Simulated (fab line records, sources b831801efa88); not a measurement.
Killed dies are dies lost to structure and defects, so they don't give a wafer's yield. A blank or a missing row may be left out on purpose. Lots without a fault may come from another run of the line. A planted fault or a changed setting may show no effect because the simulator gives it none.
Chamber matching | flow gf180mcu | GF_SAB_CVD_00 on pecvd-03: 3 sister chambers
The step deposits SiO2 from TEOS, target thk 50 nm, time 4.9302 s. 16 wafers are shown with their chamber, then 8 later ones without.

WAFERS WITH THEIR CHAMBER
wafer  | chamber | heater_power_w (W) | rf_fwd_power_W (W)
L944.4 | 1       | 532                | 586.9
L944.5 | 2       | 591                | 588.4
L944.6 | 0       | 563                | 587.1
L945.3 | 1       | 583                | 584.6
L945.5 | 0       | 510                | 585.4
L945.6 | 1       | 591                | 585.1
L946.1 | 0       | 613                | 583.6
L946.4 | 0       | 627                | 584.5
L946.6 | 1       | 620                | 586.6
L947.1 | 0       | 587                | 586.7
L947.2 | 1       | 516                | 584.0
L947.4 | 2       | 573                | 583.9
L950.2 | 0       | 605                | 587.8
L950.3 | 1       | 556                | 586.1
L950.6 | 0       | 631                | 586.9
L952.2 | 0       | 628                | 589.7

SIGNATURES (means of the wafers above)
reading        | chamber 0 | chamber 1 | chamber 2 | scatter within a chamber
heater_power_w | 595.50    | 566.33    | 582.00    | 39.1
rf_fwd_power_W | 586.462   | 585.550   | 586.150   | 1.82
Rule: a wafer's distance from a chamber is the root of the sum, over the readings, of the square of ((its reading less the chamber's mean) divided by the reading's scatter). The wafer belongs to the nearest chamber; if the next one is less than 2 further off, it can't be placed. The scatter: the root of (the sum of the squares of (reading less its chamber's mean) over the shown wafers, divided by (wafers less chambers)).

WAFERS WITHOUT THEIR CHAMBER
wafer  | heater_power_w (W) | rf_fwd_power_W (W)
L952.3 | 557                | 582.0
L952.6 | 616                | 587.6
L960.1 | 582                | 583.6
L960.2 | 611                | 584.7
L960.5 | 576                | 590.0
L962.3 | 559                | 586.7
L962.4 | 555                | 589.5
L962.6 | 580                | 585.9

WHICH CHAMBER EACH WENT THROUGH
wafer  | from the rows above          | in truth
L952.3 | can't be placed: 1 or 2 or 0 | 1
L952.6 | can't be placed: 0 or 2 or 1 | 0
L960.1 | can't be placed: 1 or 2 or 0 | 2
L960.2 | can't be placed: 0 or 2 or 1 | 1
L960.5 | can't be placed: 0 or 2 or 1 | 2
L962.3 | can't be placed: 1 or 2 or 0 | 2
L962.4 | can't be placed: 0 or 2 or 1 | 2
L962.6 | can't be placed: 2 or 1 or 0 | 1
Placed correctly: 0 of 8. Can't be placed from these rows: 8 (the true chamber is among the candidates in 8). Placed wrongly: 0.
